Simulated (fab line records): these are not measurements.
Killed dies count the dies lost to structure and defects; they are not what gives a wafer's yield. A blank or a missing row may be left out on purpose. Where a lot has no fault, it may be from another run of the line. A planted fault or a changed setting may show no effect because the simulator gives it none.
Matching of chambers / flow gf180mcu / GF_CONTACT_CMP_27 on cmp-01: 4 sister chambers
The step polishes, stops on SiO2, t overpolish 15 s, target thk 0 nm. 16 wafers are shown with their chamber, then 8 later ones without.

== EACH WAFER AND ITS CHAMBER ==
wafer=L914.3; chamber=3; motor-current-A (A)=13.1; time-to-endpoint-s (s)=71; overpolish-run-s (s)=14.993
wafer=L914.4; chamber=0; motor-current-A (A)=11.1; time-to-endpoint-s (s)=69; overpolish-run-s (s)=14.996
wafer=L914.6; chamber=1; motor-current-A (A)=14.4; time-to-endpoint-s (s)=72; overpolish-run-s (s)=14.987
wafer=L915.2; chamber=3; motor-current-A (A)=12.9; time-to-endpoint-s (s)=65; overpolish-run-s (s)=15.001
wafer=L915.3; chamber=1; motor-current-A (A)=13.6; time-to-endpoint-s (s)=71; overpolish-run-s (s)=14.990
wafer=L915.6; chamber=3; motor-current-A (A)=12.5; time-to-endpoint-s (s)=68; overpolish-run-s (s)=14.995
wafer=L916.2; chamber=1; motor-current-A (A)=13.8; time-to-endpoint-s (s)=70; overpolish-run-s (s)=14.985
wafer=L916.4; chamber=0; motor-current-A (A)=11.0; time-to-endpoint-s (s)=69; overpolish-run-s (s)=15.007
wafer=L916.6; chamber=3; motor-current-A (A)=12.1; time-to-endpoint-s (s)=70; overpolish-run-s (s)=15.019
wafer=L920.2; chamber=3; motor-current-A (A)=13.2; time-to-endpoint-s (s)=64; overpolish-run-s (s)=14.988
wafer=L920.5; chamber=3; motor-current-A (A)=12.6; time-to-endpoint-s (s)=64; overpolish-run-s (s)=14.999
wafer=L920.6; chamber=0; motor-current-A (A)=11.2; time-to-endpoint-s (s)=68; overpolish-run-s (s)=15.009
wafer=L921.1; chamber=3; motor-current-A (A)=12.7; time-to-endpoint-s (s)=70; overpolish-run-s (s)=14.996
wafer=L921.2; chamber=0; motor-current-A (A)=11.5; time-to-endpoint-s (s)=72; overpolish-run-s (s)=14.986
wafer=L921.5; chamber=2; motor-current-A (A)=9.5; time-to-endpoint-s (s)=78; overpolish-run-s (s)=15.008
wafer=L927.1; chamber=3; motor-current-A (A)=12.3; time-to-endpoint-s (s)=67; overpolish-run-s (s)=15.003

SIGNATURES (means of the wafers above)
reading=motor-current-A; chamber 0=11.200; chamber 1=13.933; chamber 2=9.500; chamber 3=12.675; scatter within a chamber=0.354
reading=time-to-endpoint-s; chamber 0=69.50; chamber 1=71.00; chamber 2=78.00; chamber 3=67.38; scatter within a chamber=2.36
reading=overpolish-run-s; chamber 0=14.99950; chamber 1=14.98733; chamber 2=15.00800; chamber 3=14.99925; scatter within a chamber=0.00892
Rule: for a wafer and a chamber, the distance is found by dividing, reading by reading, the gap between the wafer's reading and the chamber's mean by the reading's scatter, squaring, summing and taking the root. If the next closest chamber is less than 2 further off than the closest, the wafer can't be placed; otherwise it belongs to the closest. How the scatter is found: for the shown wafers, subtract from each reading the mean of its chamber, square and add these, divide the total by (wafers less chambers), then take the root.

== WAFERS WITH NO CHAMBER GIVEN ==
wafer=L927.3; motor-current-A (A)=10.9; time-to-endpoint-s (s)=66; overpolish-run-s (s)=14.998
wafer=L927.5; motor-current-A (A)=13.5; time-to-endpoint-s (s)=71; overpolish-run-s (s)=14.992
wafer=L928.3; motor-current-A (A)=13.3; time-to-endpoint-s (s)=75; overpolish-run-s (s)=14.998
wafer=L928.4; motor-current-A (A)=12.4; time-to-endpoint-s (s)=71; overpolish-run-s (s)=14.996
wafer=L928.5; motor-current-A (A)=9.9; time-to-endpoint-s (s)=77; overpolish-run-s (s)=14.996
wafer=L933.6; motor-current-A (A)=9.3; time-to-endpoint-s (s)=83; overpolish-run-s (s)=15.005
wafer=L936.4; motor-current-A (A)=9.3; time-to-endpoint-s (s)=78; overpolish-run-s (s)=15.017
wafer=L936.6; motor-current-A (A)=14.8; time-to-endpoint-s (s)=76; overpolish-run-s (s)=15.008

== THE CHAMBER EACH PASSED THROUGH ==
wafer=L927.3; from the rows above=0; in truth=0
wafer=L927.5; from the rows above=can't be placed: 1 or 3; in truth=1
wafer=L928.3; from the rows above=can't be placed: 1 or 3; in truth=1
wafer=L928.4; from the rows above=can't be placed: 3 or 0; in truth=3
wafer=L928.5; from the rows above=2; in truth=2
wafer=L933.6; from the rows above=2; in truth=2
wafer=L936.4; from the rows above=2; in truth=2
wafer=L936.6; from the rows above=1; in truth=1
Correct placement for 5 of the 8. These rows do not allow placing 3 (true chamber among the candidates in 3). Number placed wrongly: 0.
